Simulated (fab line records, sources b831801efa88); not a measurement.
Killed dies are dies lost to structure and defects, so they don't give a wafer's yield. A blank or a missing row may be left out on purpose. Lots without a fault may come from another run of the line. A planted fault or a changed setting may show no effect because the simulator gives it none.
Which tool did it? | flow sky130 | 14 lots, 42 wafers sampled, at 2 steps of a route of 708

WHAT THE GAUGES READ, wafer by wafer
SKY_LDD_HVP_TW_MEAS_10.
lot  | measured     | on            | LDD_HVP_TW
L264 | day 21 17:40 | film_metro-04 | 463.6 462.5 460.9
L265 | day 22 04:38 | film_metro-01 | 459.9 457.7 457.3
L266 | day 22 12:28 | film_metro-03 | 458.6 458.2 458.3
L268 | day 23 01:32 | film_metro-04 | 460.4 458.9 461.1
L270 | day 23 18:05 | film_metro-01 | 460.0 462.5 463.3
L271 | day 25 00:32 | film_metro-04 | 466.6 464.8 464.8
L275 | day 25 12:44 | film_metro-01 | 445.4 446.3 448.1
L274 | day 25 16:29 | film_metro-04 | 464.9 464.2 464.6
L276 | day 25 21:21 | film_metro-01 | 445.1 443.0 443.4
L277 | day 26 05:20 | film_metro-03 | 456.8 456.6 457.2
L283 | day 28 07:46 | film_metro-03 | 460.7 464.3 460.0
L285 | day 28 22:17 | film_metro-04 | 464.0 466.4 464.2
L286 | day 29 14:38 | film_metro-04 | 463.4 464.4 464.0
L287 | day 29 17:55 | film_metro-04 | 461.8 465.6 463.1

WHICH TOOL RAN EACH LOT (tool, then ch and the chambers of the sampled wafers, then the start)
lot  | SKY_LDD_HVP_IMPLANT_08
L264 | implanter-01 ch 0, day 21 17:25
L265 | implanter-01 ch 0, day 22 04:23
L266 | implanter-01 ch 0, day 22 12:13
L268 | implanter-01 ch 0, day 23 01:19
L270 | implanter-03 ch 0, day 23 17:52
L271 | implanter-01 ch 0, day 25 00:19
L275 | implanter-03 ch 0, day 25 12:31
L274 | implanter-01 ch 0, day 25 16:16
L276 | implanter-03 ch 0, day 25 21:09
L277 | implanter-04 ch 0, day 26 05:07
L283 | implanter-01 ch 0, day 28 07:31
L285 | implanter-03 ch 0, day 28 22:04
L286 | implanter-03 ch 0, day 29 14:24
L287 | implanter-01 ch 0, day 29 17:40
- SKY_LDD_HVP_IMPLANT_08

WHAT THE TOOLS THEMSELVES READ (means of the sampled wafers that have a number; where no wafer has one, the mark that the record gives instead)
SKY_LDD_HVP_IMPLANT_08.
lot  | tool         | beam_energy_keV | dose_ions_cm2
L264 | implanter-01 | 20.005          | 1.7230e+13
L265 | implanter-01 | 20.003          | 1.7242e+13
L266 | implanter-01 | 19.986          | 1.7260e+13
L268 | implanter-01 | 20.006          | 1.7244e+13
L270 | implanter-03 | 20.006          | 1.7259e+13
L271 | implanter-01 | 19.997          | 1.7225e+13
L275 | implanter-03 | 17.163          | 1.7237e+13
L274 | implanter-01 | 19.996          | 1.7259e+13
L276 | implanter-03 | 17.166          | 1.7261e+13
L277 | implanter-04 | 19.999          | 1.7258e+13
L283 | implanter-01 | 20.006          | 1.7243e+13
L285 | implanter-03 | 20.004          | 1.7239e+13
L286 | implanter-03 | 19.994          | 1.7254e+13
L287 | implanter-01 | 19.996          | 1.7273e+13

THE ANSWER, worked out from the rows above alone
Rule: what is usual is taken from the lots themselves. Put in order of their means at a reading, lots are off if they are a third of the lots or fewer, leave a main group of 4 or more, and stand apart from it by a gap of 3 or more times the standard deviation of the main group's means; of several such gaps the widest counts. A main group whose means are all the same, to the digits that the tables above print for the reading, isn't used. A lot without any number at a reading at which 4 lots or more have one is off too. The other lots that the step has rows for count as sound. The gauges are gone through in route order, then the tools' own readings, and for those a lot's mean is taken as printed above. The first step at which some lot is off is used, and at that step the reading that is off furthest; a lot without a number counts as furthest.
Off: L275, L276, at SKY_LDD_HVP_TW_MEAS_10 (LDD_HVP_TW). The main group: mean 461.8, standard deviation 2.7.
A tool fits if, at a process step before that reading, it ran every lot that is off, and no sound lot after the first of them. The gauges at SKY_LDD_HVP_TW_MEAS_10 aren't tried: what is off there is off at SKY_LDD_HVP_IMPLANT_08 too, on other tools, and a gauge's error can't cause that. None of those tried fits.

WHAT THE SIMULATOR HAD PUT IN
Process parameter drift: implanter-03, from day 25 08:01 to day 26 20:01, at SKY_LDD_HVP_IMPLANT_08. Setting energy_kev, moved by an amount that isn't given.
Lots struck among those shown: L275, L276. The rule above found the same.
